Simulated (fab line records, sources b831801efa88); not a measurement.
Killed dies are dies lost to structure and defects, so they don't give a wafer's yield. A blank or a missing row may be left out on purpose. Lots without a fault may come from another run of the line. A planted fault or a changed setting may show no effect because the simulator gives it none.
fab line records | flow sky130
record lots=11 wafers=31 last_day=50
route steps=708 shown METAL4@629 VIA4@657 METAL5@677 PASSIVATION@682 PAD_OPEN@708
lots that met no fault: from a run of the same line without faults
start_h: hours from the record's first day to the start of the lot's first wafer shown | wait_h: hours since the lot's step before | " the same as in the row above | L1.1+2: a row that stands for several wafers | - no value, or no start given | * or withheld: withheld | < > ~ a bound
route shown NAME@n: a module of which the file shows steps, and the number in the route of the first | usual: mean/standard deviation of fault-free wafers | same: alike in all rows | chamber/n: place in a boat | sites: the reading at each site | _std_site: their standard deviation | _edge_site: outer sites' mean less inner sites' | radius_mm: how far each site lies from the wafer's centre | mask NAME#n: copy n | behind: the tool/chamber that last shaped the wafer | hold: why the lot was held/for how many hours/how that ended | device: the transistor (n, p or np) that didn't switch | end of line: the same wafers' tests at the end of the route | a step without rows: its recipe alone | killed: dies lost to structure and defects at the first sort, not the wafer's yield | map: a wafer's dies, x killed, . not, _ none there
set.NAME: the setting as run; set.NAME@STEP: as run at that earlier step | model.NAME: the simulator's own value behind a step, which no gauge read
steps of the route over a sample of lots; a table a step, a row a wafer
services: from which hour (start_h, from the record's first day; less than 0 if before it) a tool's chamber was out of use, for how many hours, and why
## steps
# step SKY_METAL4_CD_MEAS_13
# recipe target_cd_nm=300
# usual cd_nm=300.3/1.4
# columns lot.wafer tool chamber start_h wait_h cd_nm
L483.1 cd_sem-02 - 1013.49 - 299.2
L483.3 " - " " 298.2
L483.4 " - " " 299.8
L481.1 cd_sem-01 - 1019.19 - 301.6
L481.4 " - " " 301.2
L481.5 " - " " 301.2
L479.1 cd_sem-01 - 1019.54 - 300.2
L479.3 " - " " 300.2
L479.5 " - " " 301.1
L484.4 cd_sem-01 - 1029.81 - 298.2
L484.5 " - " " 299.1
L484.6 " - " " 299.0
L488.3 cd_sem-01 - 1048.74 - 298.7
L488.6 " - " " 299.9
L490.1 cd_sem-02 - 1057.49 - 301.2
L490.4 " - " " 302.0
L492.3 cd_sem-01 - 1068.88 - 300.3
L492.4 " - " " 299.3
L492.6 " - " " 300.8
L493.2 cd_sem-01 - 1072.92 - 299.8
L493.3 " - " " 301.0
L493.6 " - " " 300.5
L497.1 cd_sem-02 - 1098.40 - 299.7
L497.4 " - " " 299.5
L497.6 " - " " 297.9
L499.2 cd_sem-01 - 1115.42 - 298.9
L499.3 " - " " 298.7
L499.4 " - " " 300.7
L502.2 cd_sem-01 - 1130.91 - 299.4
L502.3 " - " " 301.1
L502.6 " - " " 300.0
# step SKY_VIA4_CVD_18
# recipe material=W target_thk_nm=505 time_s=152.14 temp_c=400 pressure_torr=40
# usual heater_power_outer_w=502/37 heater_power_w=830/34
# columns lot.wafer tool chamber start_h wait_h heater_power_outer_w heater_power_w since_wet_clean_h
L483.1 cvd_w-02 1 1038.78 0.0 462 786 121
L483.3 " 1 " " 473 769 -
L483.4 " 0 " " 488 812 -
L481.1 cvd_w-02 1 1043.03 0.0 460 785 125
L481.4 " 0 " " 504 821 -
L481.5 " 0 " " 498 840 -
L479.1 cvd_w-01 1 1044.39 0.0 477 817 640
L479.3 " 1 " " 477 836 -
L479.5 " 1 " " 482 811 -
L484.4 cvd_w-01 1 1053.61 0.1 484 825 -
L484.5 " 1 " " 474 814 -
L484.6 " 0 " " 562 865 -
L488.3 cvd_w-01 0 1072.54 0.1 556 868 -
L488.6 " 0 " " 543 887 -
L490.1 cvd_w-01 1 1083.17 0.0 475 821 679
L490.4 " 0 " " 579 871 -
L492.3 cvd_w-02 1 1092.74 0.1 484 807 -
L492.4 " 0 " " 484 816 -
L492.6 " 1 " " 461 786 -
L493.2 cvd_w-02 1 1097.20 0.0 476 804 179
L493.3 " 1 " " 475 775 -
L493.6 " 0 " " 492 813 -
L497.1 cvd_w-02 0 1121.50 0.0 505 829 204
L497.4 " 0 " " 491 799 -
L497.6 " 1 " " 482 812 -
L499.2 cvd_w-02 0 1137.96 0.0 505 833 220
L499.3 " 1 " " 462 780 -
L499.4 " 0 " " 494 811 -
L502.2 cvd_w-02 1 1151.85 0.0 481 811 234
L502.3 " 0 " " 494 830 -
L502.6 " 1 " " 460 810 -
# step SKY_VIA4_RS_MEAS_19
# recipe thk_meas_gauge=four-point-probe reads=W_of_VIA4_CVD_18+TiN_of_VIA4_SPUTTER_17
# usual VIA4_W_RS=0.227/0.0032
# columns lot.wafer tool chamber start_h wait_h VIA4_W_RS[ohm/sq]
L483.1 film_metro-01 - 1038.94 0.1 0.227
L483.3 " - " " 0.223
L483.4 " - " " 0.227
L481.1 film_metro-03 - 1043.18 0.1 0.222
L481.4 " - " " 0.226
L481.5 " - " " 0.230
L479.1 film_metro-04 - 1044.54 0.1 0.230
L479.3 " - " " 0.227
L479.5 " - " " 0.233
L484.4 film_metro-04 - 1053.77 0.1 0.233
L484.5 " - " " 0.230
L484.6 " - " " 0.222
L488.3 film_metro-01 - 1072.68 0.1 0.259
L488.6 " - " " 0.257
L490.1 film_metro-03 - 1083.32 0.1 0.229
L490.4 " - " " 0.256
L492.3 film_metro-01 - 1092.89 0.1 0.224
L492.4 " - " " 0.228
L492.6 " - " " 0.227
L493.2 film_metro-04 - 1097.38 0.1 0.228
L493.3 " - " " 0.227
L493.6 " - " " 0.229
L497.1 film_metro-03 - 1121.65 0.1 0.227
L497.4 " - " " 0.230
L497.6 " - " " 0.225
L499.2 film_metro-04 - 1138.13 0.1 0.227
L499.3 " - " " 0.226
L499.4 " - " " 0.227
L502.2 film_metro-04 - 1152.02 0.1 0.227
L502.3 " - " " 0.228
L502.6 " - " " 0.226
# step SKY_VIA4_THK_MEAS_20
# recipe thk_meas_gauge=xrf reads=W_of_VIA4_CVD_18
# usual VIA4_W_THK=510/8.1
# columns lot.wafer tool chamber start_h wait_h VIA4_W_THK[nm]
L483.1 film_metro-01 - 1039.06 0.1 512
L483.3 " - " " 520
L483.4 " - " " 513
L481.1 film_metro-03 - 1043.30 0.1 523
L481.4 " - " " 514
L481.5 " - " " 505
L479.1 film_metro-04 - 1044.66 0.1 502
L479.3 " - " " 502
L479.5 " - " " 492
L484.4 film_metro-04 - 1053.86 0.1 496
L484.5 " - " " 500
L484.6 " - " " 517
L488.3 film_metro-01 - 1072.78 0.1 459
L488.6 " - " " 464
L490.1 film_metro-03 - 1083.44 0.1 509
L490.4 " - " " 468
L492.3 film_metro-01 - 1092.99 0.1 519
L492.4 " - " " 512
L492.6 " - " " 517
L493.2 film_metro-04 - 1097.49 0.1 507
L493.3 " - " " 514
L493.6 " - " " 506
L497.1 film_metro-03 - 1121.77 0.1 507
L497.4 " - " " 507
L497.6 " - " " 516
L499.2 film_metro-04 - 1138.24 0.1 509
L499.3 " - " " 512
L499.4 " - " " 507
L502.2 film_metro-04 - 1152.13 0.1 511
L502.3 " - " " 508
L502.6 " - " " 511
# step SKY_METAL5_STRIP_16
# recipe chemistry=O2/N2 power_w=1400 pressure_mtorr=1500 platen_temp_c=withheld o2_flow_sccm=3000 n2_flow_sccm=300 overash_fraction=0.5
# usual drypump_motor_current_A=6.2/0.46 oes_product_au=0.710/0.0047 strip_time_to_endpoint_s=13.14/0.14
# columns lot.wafer tool chamber start_h wait_h drypump_motor_current_A oes_product_au rf_hours_counter_h strip_time_to_endpoint_s
L483.1 plasma_asher-04 1 1061.11 0.2 6.8 0.716 32 13.31
L483.3 " 1 " " 6.8 0.712 - 13.28
L483.4 " 0 " " 6.3 0.712 - 12.96
L481.1 plasma_asher-01 1 1065.11 0.2 6.2 0.707 62 13.18
L481.4 " 0 " " 5.7 0.714 - 13.24
L481.5 " 1 " " 6.3 0.711 - 13.11
L479.1 plasma_asher-01 0 1066.51 0.2 5.7 0.711 63 13.24
L479.3 " 0 " " 5.7 0.709 - 13.29
L479.5 " 0 " " 5.7 0.714 - 13.19
L484.4 plasma_asher-03 1 1075.94 0.1 5.6 0.711 - 13.00
L484.5 " 1 " " 5.6 0.711 - 12.84
L484.6 " 0 " " 5.5 0.711 - 12.95
L488.3 plasma_asher-04 1 1095.00 0.1 6.8 0.709 - 13.32
L488.6 " 1 " " 6.8 0.706 - 13.06
L490.1 plasma_asher-04 0 1104.86 0.2 6.3 0.713 36 12.94
L490.4 " 1 " " 6.8 0.719 - 13.02
L492.3 plasma_asher-04 1 1115.95 0.1 6.8 0.712 - 12.90
L492.4 " 0 " " 6.3 0.714 - 12.89
L492.6 " 0 " " 6.3 0.715 - 12.95
L493.2 plasma_asher-01 0 1118.77 0.2 5.7 0.706 68 13.29
L493.3 " 0 " " 5.7 0.711 - 13.26
L493.6 " 0 " " 5.7 0.712 - 13.31
L497.1 plasma_asher-04 0 1141.56 0.2 6.3 0.714 40 13.00
L497.4 " 1 " " 6.8 0.712 - 12.99
L497.6 " 1 " " 6.8 0.706 - 13.20
L499.2 plasma_asher-01 0 1157.38 0.2 5.7 0.713 71 13.22
L499.3 " 0 " " 5.7 0.707 - 13.22
L499.4 " 1 " " 6.3 0.707 - 13.16
L502.2 plasma_asher-03 0 1170.28 0.2 5.5 0.706 10 12.81
L502.3 " 1 " " 5.6 0.709 - 12.96
L502.6 " 0 " " 5.5 0.710 - 12.91
# step SKY_PASSIVATION_THK_MEAS_01
# recipe reads=SiO2_of_PASSIVATION_CVD_00
# usual PASSIVATION_CVD_00_THK=90.4/1.2
# columns lot.wafer tool chamber start_h wait_h PASSIVATION_CVD_00_THK[nm]
L483.1 film_metro-04 - 1061.78 - 90.0
L483.3 " - " " 90.1
L483.4 " - " " 92.2
L481.1 film_metro-01 - 1065.72 - 90.1
L481.4 " - " " 91.2
L481.5 " - " " 90.3
L479.1 film_metro-01 - 1067.14 - 89.8
L479.3 " - " " 89.5
L479.5 " - " " 91.0
L484.4 film_metro-01 - 1076.90 - 91.5
L484.5 " - " " 90.9
L484.6 " - " " 90.8
L488.3 film_metro-02 - 1095.64 - 88.7
L488.6 " - " " 91.3
L490.1 film_metro-01 - 1105.55 - 89.8
L490.4 " - " " 91.2
L492.3 film_metro-01 - 1116.56 - 89.3
L492.4 " - " " 90.9
L492.6 " - " " 90.7
L493.2 film_metro-02 - 1119.60 - 90.3
L493.3 " - " " 89.7
L493.6 " - " " 91.7
L497.1 film_metro-04 - 1142.22 - 89.0
L497.4 " - " " 91.2
L497.6 " - " " 90.8
L499.2 film_metro-02 - 1158.04 - 87.9
L499.3 " - " " 88.8
L499.4 " - " " 90.1
L502.2 film_metro-04 - 1170.90 - 89.4
L502.3 " - " " 89.7
L502.6 " - " " 91.8
# step SKY_PAD_OPEN_PROBE_99
# usual defect_limited_yield=82.2/1.9 killed_at_M0_to_M3=44/6.7 killed_at_M4_up=3.1/1.8 killed_at_contacts=24/5.1 killed_at_front_end=16/4.7 killed_at_other=0.3/0.59 killed_dies=88/9.6 killed_open=48/7.3 killed_short=39/6.5 sort_bin_3_pad_short=0.9/0.43 sort_bin_5_function=10.6/1.6 sort_bin_6_memory=6.3/1.1 sort_n_pass=404/9.6 sort_yield_pct=82.2/1.9
# same gross_dies=492 killed_at_back_side=0 sort_bin_4_leakage[%]=0 sort_bin_8_speed[%]=0
# columns lot.wafer tool chamber start_h wait_h defect_limited_yield[%] killed_at_M0_to_M3 killed_at_M4_up killed_at_contacts killed_at_front_end killed_at_other killed_dies killed_open killed_short sort_bin_3_pad_short[%] sort_bin_5_function[%] sort_bin_6_memory[%] sort_n_pass sort_yield_pct[%]
L481.1 prober-01 - 1111.38 0.1 82.9 51 4 19 10 0 84 45 39 0.6 8.9 7.5 408 82.9
L481.4 prober-01 - 1111.53 0.2 85.0 43 2 18 11 0 74 38 36 0.2 9.6 5.3 418 85.0
L481.5 prober-01 - 1111.58 0.2 85.4 46 2 14 10 0 72 41 31 0.8 8.5 5.3 420 85.4
L484.4 prober-01 - 1121.61 0.2 81.9 43 3 22 21 0 89 46 43 1.2 11.2 5.7 403 81.9
L484.5 prober-01 - 1121.66 0.2 80.7 45 6 18 24 2 95 49 46 1.0 11.8 6.5 397 80.7
L484.6 prober-01 - 1121.71 0.2 82.1 42 5 28 13 0 88 55 33 1.2 9.1 7.5 404 82.1
L488.3 prober-02 - 1139.95 0.2 81.1 49 4 24 16 0 93 53 39 1.0 11.2 6.7 399 81.1
L488.6 prober-02 - 1140.10 0.2 80.5 52 4 27 13 0 96 51 44 0.2 13.0 6.3 396 80.5
L493.2 prober-01 - 1159.96 0.1 84.3 41 2 29 5 0 77 45 32 0.6 11.0 4.1 415 84.3
L493.3 prober-01 - 1160.01 0.2 86.2 30 3 23 11 1 68 41 26 0 7.7 6.1 424 86.2
L493.6 prober-01 - 1160.16 0.2 78.0 54 8 27 19 0 108 53 54 1.6 12.0 8.3 384 78.0
L499.2 prober-01 - 1194.10 0.1 83.3 47 4 15 14 2 82 50 32 0.4 9.3 6.9 410 83.3
L499.3 prober-01 - 1194.15 0.2 83.9 37 7 21 14 0 79 42 37 0.6 11.0 4.5 413 83.9
L499.4 prober-01 - 1194.20 0.2 81.3 51 1 22 18 0 92 44 48 1.0 10.4 7.3 400 81.3
# killed by level:class
L481.1 VIA1:geometric_particle:open=11 VIA2:geometric_particle:open=10 METAL2:geometric_particle:short=7 METAL3:geometric_particle:short=7 LOCAL_INTERCONNECT:geometric_particle:short=5 CONTACT:geometric_particle:open=5 VIA3:geometric_particle:open=5 POLY_GATE:geometric_particle:open=4
L481.4 VIA2:geometric_particle:open=8 METAL1:geometric_particle:short=6 LI_CONTACT:geometric_particle:open=6 CONTACT:geometric_particle:open=6 VIA1:geometric_particle:open=6 METAL2:geometric_particle:short=6 VIA1:geometric_particle:short=5 VIA3:geometric_particle:open=5
L481.5 VIA2:geometric_particle:open=12 VIA1:geometric_particle:open=8 CONTACT:geometric_particle:open=7 VIA3:geometric_particle:open=6 METAL1:geometric_particle:short=6 METAL2:geometric_particle:short=5 LOCAL_INTERCONNECT:geometric_particle:short=4 POLY_GATE:geometric_particle:short=3
L484.4 VIA1:geometric_particle:open=12 CONTACT:geometric_particle:open=9 FIELD_ISO:geometric_particle:open=6 METAL1:geometric_particle:short=6 POLY_GATE:geometric_particle:short=5 LI_CONTACT:geometric_particle:open=5 LOCAL_INTERCONNECT:geometric_particle:short=5 METAL2:geometric_particle:short=5
L484.5 VIA1:geometric_particle:open=7 METAL2:geometric_particle:short=7 FIELD_ISO:geometric_particle:open=6 CONTACT:geometric_particle:open=6 METAL1:geometric_particle:short=6 VIA1:geometric_particle:short=6 VIA3:geometric_particle:short=6 LI_CONTACT:geometric_particle:open=5
L484.6 VIA2:geometric_particle:open=12 LI_CONTACT:geometric_particle:open=11 CONTACT:geometric_particle:open=9 VIA1:geometric_particle:open=9 FIELD_ISO:geometric_particle:open=5 VIA1:geometric_particle:short=5 POLY_GATE:geometric_particle:short=4 METAL2:geometric_particle:short=4
L488.3 VIA1:geometric_particle:open=13 CONTACT:geometric_particle:open=10 VIA1:geometric_particle:short=9 VIA2:geometric_particle:open=9 VIA3:geometric_particle:open=6 LOCAL_INTERCONNECT:geometric_particle:short=5 FIELD_ISO:geometric_particle:short=4 FIELD_ISO:geometric_particle:open=4
L488.6 VIA1:geometric_particle:open=17 LI_CONTACT:geometric_particle:open=8 VIA2:geometric_particle:open=8 METAL1:geometric_particle:short=7 LI_CONTACT:geometric_particle:short=6 VIA2:geometric_particle:short=5 CONTACT:geometric_particle:open=5 METAL2:geometric_particle:short=5
L493.2 LI_CONTACT:geometric_particle:open=9 CONTACT:geometric_particle:open=9 VIA1:geometric_particle:open=9 VIA3:geometric_particle:open=7 CONTACT:geometric_particle:short=6 VIA2:geometric_particle:open=5 METAL2:geometric_particle:short=4 VIA1:geometric_particle:short=4
L493.3 VIA1:geometric_particle:open=13 CONTACT:geometric_particle:open=7 LI_CONTACT:geometric_particle:open=6 LI_CONTACT:geometric_particle:short=5 POLY_CUT:geometric_particle:open=3 CONTACT:geometric_particle:short=3 METAL1:geometric_particle:short=3 VIA3:geometric_particle:open=3
L493.6 CONTACT:geometric_particle:open=12 METAL1:geometric_particle:short=11 VIA1:geometric_particle:open=10 LI_CONTACT:geometric_particle:open=8 METAL4:geometric_particle:short=7 VIA3:geometric_particle:open=7 VIA2:geometric_particle:open=6 SPACER:geometric_particle:short=5
L499.2 VIA1:geometric_particle:open=10 VIA3:geometric_particle:open=8 VIA2:geometric_particle:open=7 FIELD_ISO:geometric_particle:open=5 CONTACT:geometric_particle:open=5 LI_CONTACT:geometric_particle:open=4 METAL1:geometric_particle:open=4 METAL2:geometric_particle:short=4
L499.3 VIA1:geometric_particle:open=8 CONTACT:geometric_particle:open=7 VIA2:geometric_particle:open=7 LI_CONTACT:geometric_particle:open=6 METAL1:geometric_particle:short=5 FIELD_ISO:geometric_particle:short=4 POLY_GATE:geometric_particle:open=4 VIA2:geometric_particle:short=4
L499.4 VIA2:geometric_particle:open=9 METAL1:geometric_particle:short=9 VIA1:geometric_particle:short=8 FIELD_ISO:geometric_particle:open=6 VIA3:geometric_particle:open=6 LI_CONTACT:geometric_particle:short=5 LI_CONTACT:geometric_particle:open=5 CONTACT:geometric_particle:open=5
## services
# columns tool chamber start_h hours kind
plasma_asher-03 - 1019.60 2.8 pm
cvd_w-01 - 1025.35 2.8 pm
plasma_asher-03 - 1055.25 9.0 pm
plasma_asher-03 0 1055.25 9.0 vent_cycle
plasma_asher-03 1 1055.25 9.0 vent_cycle
plasma_asher-03 0 1064.25 - clean
plasma_asher-03 1 1064.25 - clean
plasma_asher-01 - 1077.28 6.7 repair
plasma_asher-01 - 1168.00 2.7 repair
## key
first_sign step=SKY_VIA4_RS_MEAS_19 reading=VIA4_W_RS direction=up sigmas=9.6 usual=0.227 struck=0.257
effect step=SKY_VIA4_THK_MEAS_20 reading=VIA4_W_THK direction=down sigmas=5.8 usual=510 struck=464
met_at SKY_VIA4_CVD_18
struck_lots L488,L490
struck_wafers L488.3,L488.6,L490.4
not_acting_at SKY_METAL4_CD_MEAS_13,SKY_METAL5_STRIP_16,SKY_PASSIVATION_THK_MEAS_01
onset_between 1053.61 1072.54
fault kind=site_profile_drift tool=cvd_w-01 chamber=0 onset_h=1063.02 steps=SKY_VIA4_CVD_18 basis=fraction max_abs_drift=0.25145 slope_share_per_hr=55.878 site_pattern=0,0,0,0,0,-1,-1,-1,-1
